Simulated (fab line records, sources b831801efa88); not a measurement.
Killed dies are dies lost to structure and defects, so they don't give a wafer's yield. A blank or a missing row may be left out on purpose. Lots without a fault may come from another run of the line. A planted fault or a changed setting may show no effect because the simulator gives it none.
fab line records | flow sky130
record lots=4 wafers=11 last_day=49
route steps=708 shown SD_N@352 SALICIDE@361 LI_CONTACT@362 LOCAL_INTERCONNECT@387 PAD_OPEN@708
lots that met no fault: from a run of the same line without faults
start_h: hours from the record's first day to the start of the lot's first wafer shown | wait_h: hours since the lot's step before | " the same as in the row above | L1.1+2: a row that stands for several wafers | - no value, or no start given | * or withheld: withheld | < > ~ a bound
route shown NAME@n: a module of which the file shows steps, and the number in the route of the first | usual: mean/standard deviation of fault-free wafers | same: alike in all rows | chamber/n: place in a boat | sites: the reading at each site | _std_site: their standard deviation | _edge_site: outer sites' mean less inner sites' | radius_mm: how far each site lies from the wafer's centre | mask NAME#n: copy n | behind: the tool/chamber that last shaped the wafer | hold: why the lot was held/for how many hours/how that ended | device: the transistor (n, p or np) that didn't switch | end of line: the same wafers' tests at the end of the route | a step without rows: its recipe alone | killed: dies lost to structure and defects at the first sort, not the wafer's yield | map: a wafer's dies, x killed, . not, _ none there
set.NAME: the setting as run; set.NAME@STEP: as run at that earlier step | model.NAME: the simulator's own value behind a step, which no gauge read
lots at some steps of the route; a table a step, a row a wafer
services: from which hour (start_h, from the record's first day; less than 0 if before it) a tool's chamber was out of use, for how many hours, and why
## steps
# step SKY_SD_N_IMPLANT_10
# recipe species=P energy_kev=20 dose_cm2=1e+14 tilt_deg=0
# step SKY_SD_N_STRIP_11
# recipe chemistry=O2/N2 power_w=1400 pressure_mtorr=1500 platen_temp_c=withheld o2_flow_sccm=3000 n2_flow_sccm=300 overash_fraction=0.5
# step SKY_SD_N_CLEAN_13
# recipe chemistry=SC1/SC2 mix=1:4:20 temp_c=70 time_s=150 dry=n2_spin
# step SKY_SD_N_RTA_14
# recipe temp_c=1075 time_s=2 idle_temp_c=650 ramp_up_c_per_s=150 ramp_down_c_per_s=90 ambient=N2
# step SKY_SALICIDE_CLEAN_00
# recipe chemistry=HF-last time_s=30 dilution=100:1 dry=ipa_marangoni
# step SKY_LI_CONTACT_HDPCVD_00
# recipe material=PSG target_thk_nm=930 sigma_open_frac=0.3 time_s=155 temp_c=600 sih4_flow_sccm=60 pressure_mtorr=6
# step SKY_LI_CONTACT_CMP_02
# recipe material=PSG down_force_psi=4 platen_rpm=60 pad_velocity_m_s=0.94248
# usual head_pressure_psi=4.002/0.0091 motor_current_A=12.5/1 time_to_endpoint_s=32.5/2.8
# columns lot.wafer tool chamber start_h wait_h head_pressure_psi motor_current_A time_to_endpoint_s model.PSG_of_LI_CONTACT_HDPCVD_00.thk_nm
L849.1 cmp-01 3 697.82 0.1 4.004 13.0 32.6 596.1
L849.3 " 1 " " 4.011 13.1 34.1 596.6
L849.6 " 3 " " 4.009 11.8 35.9 597.3
L858.4 cmp-02 1 760.84 0.0 3.998 11.8 40.4 598.7
L858.3 " 3 " " 4.000 13.2 35.8 596.3
L858.2 " 0 " " 3.994 10.9 37.0 597.6
L859.1 cmp-01 2 771.50 0.1 3.999 11.8 34.7 597.1
L859.3 " 3 " " 4.002 12.0 42.5 494.6
L859.5 " 2 " " 3.984 11.8 43.1 495.1
L861.2 cmp-01 0 785.62 0.1 3.988 13.3 32.8 597.5
L861.5 " 3 " " 3.999 11.7 40.9 501.7
# step SKY_LI_CONTACT_DEHYDRATE_04
# recipe temp_c=200 time_s=60
# step SKY_LI_CONTACT_HMDS_05
# recipe prime_time_s=60 prime_temp_c=120
# step SKY_LI_CONTACT_COAT_06
# recipe resist=BARC temp_c=withheld time_s=withheld spin_rpm=3000 resist_thk_nm=60
# step SKY_LI_CONTACT_COAT_07
# recipe resist=KrF-thick spin_rpm=3000 resist_thk_nm=450
# step SKY_LI_CONTACT_SOFTBAKE_08
# recipe temp_c=100 time_s=90 resist=KrF-thick
# step SKY_LI_CONTACT_EXPOSE_09
# recipe mask_id=LICM1 na=0.8 source_shape=annular sigma_inner=0.55 sigma_outer=0.85 target_cd_nm=170 dose_mj=38
# step SKY_LI_CONTACT_PEB_10
# recipe peb_temp_c=withheld peb_time_s=withheld resist=KrF-thick
# step SKY_LI_CONTACT_DEVELOP_11
# recipe develop_time_s=60 resist=KrF-thick dev_temp_c=21
# step SKY_LI_CONTACT_ETCH_14
# recipe chemistry=N2/H2 target=BARC ion_energy_ev=200 source_w=500 bias_w=100 pressure_mtorr=30 n2_flow_sccm=100 h2_flow_sccm=200 stop_on=SiO2 time_s=45.9 target_depth_a=600
# step SKY_LI_CONTACT_ETCH_15
# recipe target=PSG chemistry=C4F8/O2/Ar stop_on=Si taper_deg=4.15 mask_material=KrF-thick source_w=1500 bias_w=1200 pressure_mtorr=40 c4f8_flow_sccm=withheld O2_flow_sccm=6 Ar_flow_sccm=300 time_s=withheld target_depth_a=6000
# usual oes_product_au=0.836/0.0047
# columns lot.wafer tool chamber start_h wait_h oes_product_au model.LI_CONTACT.feature_depth_nm model.etch.depth_nm
L849.1 rie_diel-01 2 726.51 0.0 0.840 596.1 596.1
L849.3 " 3 " " 0.833 596.6 596.6
L849.6 " 3 " " 0.836 597.3 597.3
L858.2 rie_diel-03 2 788.56 0.0 0.838 597.6 597.6
L858.3 " 1 " " 0.835 596.3 596.3
L858.4 " 3 " " 0.833 598.7 598.7
L859.1 rie_diel-02 1 798.56 0.0 0.831 597.1 597.1
L859.3 " 2 " " 0.746 494.6 494.6
L859.5 " 2 " " 0.755 495.1 495.1
L861.2 rie_diel-01 0 812.93 0.0 0.834 597.5 597.5
L861.5 " 2 " " 0.777 501.7 501.7
# step SKY_LI_CONTACT_STRIP_16
# recipe chemistry=O2/N2 power_w=1400 pressure_mtorr=1500 platen_temp_c=withheld o2_flow_sccm=3000 n2_flow_sccm=300 overash_fraction=0.5
# step SKY_LI_CONTACT_CLEAN_17
# recipe chemistry=NMP time_s=600 temp_c=60 dry=n2_spin
# step SKY_LI_CONTACT_PRE_CLEAN_18
# recipe gas=Ar time_s=5.6 bias_v=358
# step SKY_LI_CONTACT_SPUTTER_19
# recipe material=Ti target_thk_nm=20 chamber_pressure_pa=5 power_w=2500 substrate_temp_c=200 time_s=106.37
# step SKY_LI_CONTACT_SPUTTER_20
# recipe material=TiN target_thk_nm=20 chamber_pressure_pa=5 power_w=4000 time_s=80
# step SKY_LI_CONTACT_CVD_21
# recipe material=W target_thk_nm=400 time_s=120.56 temp_c=400 pressure_torr=40
# step SKY_LI_CONTACT_CMP_24
# recipe stop_on=PSG t_overpolish_s=20 down_force_psi=3.5 platen_rpm=60 target_thk_nm=0 pad_velocity_m_s=0.94248
# usual head_pressure_psi=3.500/0.0072 motor_current_A=11.5/0.9
# columns lot.wafer tool chamber start_h wait_h head_pressure_psi motor_current_A model.PSG_of_LI_CONTACT_HDPCVD_00.thk_nm
L849.1 cmp-01 2 727.39 0.1 3.497 10.8 586.6
L849.3 " 3 " " 3.499 11.1 587.1
L849.6 " 2 " " 3.494 10.5 587.8
L858.2 cmp-02 2 789.44 0.1 3.500 12.8 588.2
L858.4 " 3 " " 3.507 11.8 589.2
L858.3 " 0 " " 3.508 10.3 586.8
L859.3 cmp-02 0 799.45 0.1 3.505 10.1 485.2
L859.1 " 1 " " 3.495 10.4 587.7
L859.5 " 0 " " 3.491 10.3 485.7
L861.2 cmp-01 1 813.86 0.1 3.492 11.9 588
L861.5 " 3 " " 3.507 11.4 492.2
# step SKY_LOCAL_INTERCONNECT_SPUTTER_00
# recipe material=TiN target_thk_nm=100 temp_c=300 power_w=6500 time_s=83.3 chamber_pressure_pa=0.4
# step SKY_PAD_OPEN_PROBE_99
# usual killed_at_M0_to_M3=42/7.3 killed_at_M4_up=3.2/1.8 killed_at_contacts=25/5.2 killed_at_front_end=15/4.6 killed_at_other=0.3/0.62 killed_dies=85/9.9 killed_open=46/7.1 killed_short=38/5.7
# same gross_dies=492 killed_at_back_side=0
# columns lot.wafer tool chamber start_h wait_h killed_at_M0_to_M3 killed_at_M4_up killed_at_contacts killed_at_front_end killed_at_other killed_dies killed_open killed_short model.etest.licon_pdiff.rc_ohm model.etest.cap_li_to_poly.c_af_um2 model.etest.licon_high_po.rc_ohm model.etest.licon_ndiff.rc_ohm model.etest.sonos_uncharged.r_on_ohm_um model.etest.licon_poly.rc_ohm model.etest.cap_li_to_well.c_af_um2
L849.1 prober-01 - 1110.79 0.1 58 1 25 11 1 96 55 41 572.2 99.46 340.1 174.5 782.9 155.2 37.37
L849.3 prober-01 - 1110.89 0.2 43 8 30 11 0 92 55 35 567.5 99.26 345.6 185.2 796.1 155.9 36.51
L849.6 prober-01 - 1111.04 0.2 42 3 30 10 1 86 41 44 554.8 98.02 344.4 179.5 806 150.3 37.97
L858.2 prober-02 - 1154.97 0.1 33 0 25 16 0 74 39 35 577 99.66 350 179.2 793.8 151 37.35
L858.3 prober-02 - 1155.02 0.2 34 7 30 13 0 84 52 32 558.7 101.3 345.6 183.6 803.3 150.6 35.69
L858.4 prober-02 - 1155.07 0.2 31 2 25 9 0 67 26 41 584 98.47 355.4 171.1 803 159.2 36.44
L859.1 prober-01 - 1165.05 0.1 42 4 18 9 0 73 38 35 584.2 97.21 361.1 183.1 813.2 156.4 36.33
L859.3 prober-01 - 1165.15 0.2 38 3 26 14 0 81 48 33 535.2 136.3 341.9 159.5 791.6 142.7 42.19
L859.5 prober-01 - 1165.25 0.2 49 1 28 7 0 85 50 35 529.6 137.8 346.3 159.8 795.9 144.4 40.7
L861.2 prober-01 - 1173.83 0.1 43 7 19 10 0 79 42 37 579.2 98.3 365.6 173.8 815.9 154.6 36.36
L861.5 prober-01 - 1173.98 0.2 34 1 25 16 0 76 43 33 533.1 132.9 340 162 796 144.7 40.89
# killed by level:class
L849.1 VIA1:geometric_particle:open=14 CONTACT:geometric_particle:open=13 VIA3:geometric_particle:open=11 METAL1:geometric_particle:short=7 VIA2:geometric_particle:open=7 METAL2:geometric_particle:short=6 VIA1:geometric_particle:short=5 SPACER:geometric_particle:short=4
L849.3 VIA1:geometric_particle:open=13 LI_CONTACT:geometric_particle:open=11 VIA2:geometric_particle:open=8 FIELD_ISO:geometric_particle:open=5 CONTACT:geometric_particle:short=5 METAL2:geometric_particle:short=5 METAL4:geometric_particle:short=5 LOCAL_INTERCONNECT:geometric_particle:short=4
L849.6 VIA1:geometric_particle:open=11 CONTACT:geometric_particle:open=8 LI_CONTACT:geometric_particle:open=7 LI_CONTACT:geometric_particle:short=6 VIA1:geometric_particle:short=6 METAL1:geometric_particle:short=5 CONTACT:geometric_particle:short=5 VIA2:geometric_particle:open=5
L858.2 VIA1:geometric_particle:open=11 CONTACT:geometric_particle:open=7 LI_CONTACT:geometric_particle:short=6 FIELD_ISO:geometric_particle:short=5 POLY_GATE:geometric_particle:open=5 CONTACT:geometric_particle:short=5 METAL2:geometric_particle:short=5 POLY_GATE:geometric_particle:short=4
L858.3 VIA1:geometric_particle:open=14 CONTACT:geometric_particle:open=11 LI_CONTACT:geometric_particle:open=7 METAL4:geometric_particle:short=6 LOCAL_INTERCONNECT:geometric_particle:short=5 METAL2:geometric_particle:short=5 FIELD_ISO:geometric_particle:short=4 LOCAL_INTERCONNECT:geometric_particle:open=4
L858.4 CONTACT:geometric_particle:open=8 METAL2:geometric_particle:short=7 CONTACT:geometric_particle:short=6 VIA2:geometric_particle:short=6 VIA3:geometric_particle:open=5 LI_CONTACT:geometric_particle:open=5 FIELD_ISO:geometric_particle:short=4 VIA3:geometric_particle:short=4
L859.1 VIA1:geometric_particle:open=12 CONTACT:geometric_particle:open=10 METAL2:geometric_particle:short=6 FIELD_ISO:geometric_particle:short=4 METAL1:geometric_particle:short=4 VIA1:geometric_particle:short=4 CONTACT:geometric_particle:short=3 VIA2:geometric_particle:open=3
L859.3 CONTACT:geometric_particle:open=10 VIA2:geometric_particle:open=9 LI_CONTACT:geometric_particle:open=7 VIA3:geometric_particle:open=5 LOCAL_INTERCONNECT:geometric_particle:short=4 METAL1:geometric_particle:short=4 METAL2:geometric_particle:short=4 FIELD_ISO:geometric_particle:short=3
L859.5 VIA1:geometric_particle:open=14 CONTACT:geometric_particle:open=10 VIA1:geometric_particle:short=9 LI_CONTACT:geometric_particle:open=8 VIA2:geometric_particle:open=7 LOCAL_INTERCONNECT:geometric_particle:short=5 METAL2:geometric_particle:short=4 VIA3:geometric_particle:open=4
L861.2 VIA1:geometric_particle:open=11 CONTACT:geometric_particle:open=8 VIA3:geometric_particle:open=6 METAL4:geometric_particle:short=6 LI_CONTACT:geometric_particle:open=5 METAL1:geometric_particle:short=5 METAL2:geometric_particle:short=5 VIA1:geometric_particle:short=4
L861.5 CONTACT:geometric_particle:open=11 VIA1:geometric_particle:open=10 CONTACT:geometric_particle:short=6 VIA3:geometric_particle:open=5 VIA3:geometric_particle:short=5 FIELD_ISO:geometric_particle:short=4 POLY_GATE:geometric_particle:open=4 LI_CONTACT:geometric_particle:open=4
## services
# columns tool chamber start_h hours kind
rie_diel-02 3 686.38 - clean
rie_diel-02 3 686.38 19.9 scheduled_down
rie_diel-02 3 686.38 19.9 vent_cycle
rie_diel-03 3 692.93 1.7 repair
cmp-02 - 700.44 1.6 repair
rie_diel-03 2 704.26 - clean
rie_diel-03 2 704.26 17.8 scheduled_down
rie_diel-03 2 704.26 17.8 vent_cycle
rie_diel-02 0 743.28 - clean
rie_diel-02 0 743.28 18.4 scheduled_down
rie_diel-02 0 743.28 18.4 vent_cycle
cmp-01 - 747.54 4.0 pm
rie_diel-03 3 750.63 8.4 repair
cmp-01 - 751.54 - consumable_replace:conditioner
cmp-01 - 751.54 - consumable_replace:pad
cmp-02 - 755.75 0.5 repair
rie_diel-03 3 759.02 - clean
cmp-01 - 772.49 3.1 pm
cmp-02 - 773.42 0.5 repair
rie_diel-02 1 779.88 11.5 repair
rie_diel-01 - 789.52 0.8 repair
rie_diel-01 - 791.56 14.6 pm
cmp-02 - 799.78 2.7 repair
rie_diel-02 1 813.81 6.2 repair
## key
first_sign step=SKY_LI_CONTACT_CMP_02 reading=time_to_endpoint_s direction=up sigmas=3.5 usual=* struck=*
effect step=SKY_LI_CONTACT_ETCH_15 reading=oes_product_au direction=down sigmas=17 usual=0.836 struck=0.759
model_effect step=SKY_LI_CONTACT_CMP_02 value=PSG_of_LI_CONTACT_HDPCVD_00.thk_nm without=596.6 struck=497.1
model_effect step=SKY_LI_CONTACT_ETCH_15 value=LI_CONTACT.feature_depth_nm without=596.6 struck=497.1
model_effect step=SKY_LI_CONTACT_CMP_24 value=PSG_of_LI_CONTACT_HDPCVD_00.thk_nm without=587.1 struck=487.7
model_effect step=SKY_PAD_OPEN_PROBE_99 value=etest.licon_pdiff.rc_ohm without=573.2 struck=532.6
met_at SKY_LI_CONTACT_CMP_02
struck_wafers L859.3,L859.5,L861.5
tester_left_out L859,L861
onset_between 697.82 771.50
fault kind=process_parameter_drift tool=cmp-01 chamber=- onset_h=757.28 steps=SKY_LI_CONTACT_CMP_02 channel=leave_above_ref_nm offset=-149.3 shape=step end_h=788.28 scope=struck_wafers_only acts_in=these_recipes_only stated=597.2
# tester_left_out: of these lots the tester's yield and bins aren't shown, on N5 and GAA mostly nor the transistor test; their killed dies are dies lost to structure and defects alone, not to doping, threshold or leakage, so they don't give the yield
